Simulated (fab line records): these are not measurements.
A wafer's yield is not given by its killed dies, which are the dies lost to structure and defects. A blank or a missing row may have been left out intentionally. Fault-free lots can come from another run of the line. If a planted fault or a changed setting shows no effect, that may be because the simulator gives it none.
Chamber matching || flow gf180mcu || GF_V4_CMP_26 on cmp-01: 4 sister chambers
The step polishes, stops on SiO2, t overpolish 15 s, target thk 0 nm. 4 wafers are shown with their chamber, then 8 later ones without.

== WAFERS PAIRED WITH THEIR CHAMBERS ==
{"wafer": "L333.4", "chamber": 0, "motorCurrentA (A)": 9.7}
{"wafer": "L334.5", "chamber": 2, "motorCurrentA (A)": 12.1}
{"wafer": "L334.6", "chamber": 1, "motorCurrentA (A)": 8.9}
{"wafer": "L339.1", "chamber": 3, "motorCurrentA (A)": 9.3}

== WAFERS MISSING THEIR CHAMBER ==
{"wafer": "L339.2", "motorCurrentA (A)": 10.2}
{"wafer": "L339.4", "motorCurrentA (A)": 8.9}
{"wafer": "L346.3", "motorCurrentA (A)": 9.5}
{"wafer": "L346.4", "motorCurrentA (A)": 9.7}
{"wafer": "L346.6", "motorCurrentA (A)": 9.7}
{"wafer": "L347.2", "motorCurrentA (A)": 9.6}
{"wafer": "L347.3", "motorCurrentA (A)": 9.0}
{"wafer": "L347.4", "motorCurrentA (A)": 12.7}

== THE CHAMBER EACH PASSED THROUGH ==
{"wafer": "L339.2", "from the rows above": "can't be placed: 0 or 3", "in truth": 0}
{"wafer": "L339.4", "from the rows above": "can't be placed: 1 or 3", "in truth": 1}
{"wafer": "L346.3", "from the rows above": "can't be placed: 0 or 3 or 1", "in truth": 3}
{"wafer": "L346.4", "from the rows above": "can't be placed: 0 or 3", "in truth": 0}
{"wafer": "L346.6", "from the rows above": "can't be placed: 0 or 3", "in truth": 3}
{"wafer": "L347.2", "from the rows above": "can't be placed: 0 or 3", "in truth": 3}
{"wafer": "L347.3", "from the rows above": "can't be placed: 1 or 3", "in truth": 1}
{"wafer": "L347.4", "from the rows above": 2, "in truth": 2}
1 of 8 placed correctly. These rows do not allow placing 7 (true chamber among the candidates in 7). Wrongly placed: 0.
How it was worked out, from the rows above alone: a wafer's distance from a chamber is the root of the sum, over the readings, of the square of ((its reading less the chamber's mean) divided by the reading's scatter). The wafer belongs to the nearest chamber; if the next one is less than 2 further off, it can't be placed. The mean given for a chamber averages the wafers shown for that chamber. The scatter (one wafer shown for each chamber): square how far every hidden wafer sits from the nearest shown wafer, average those squares and take the square root.
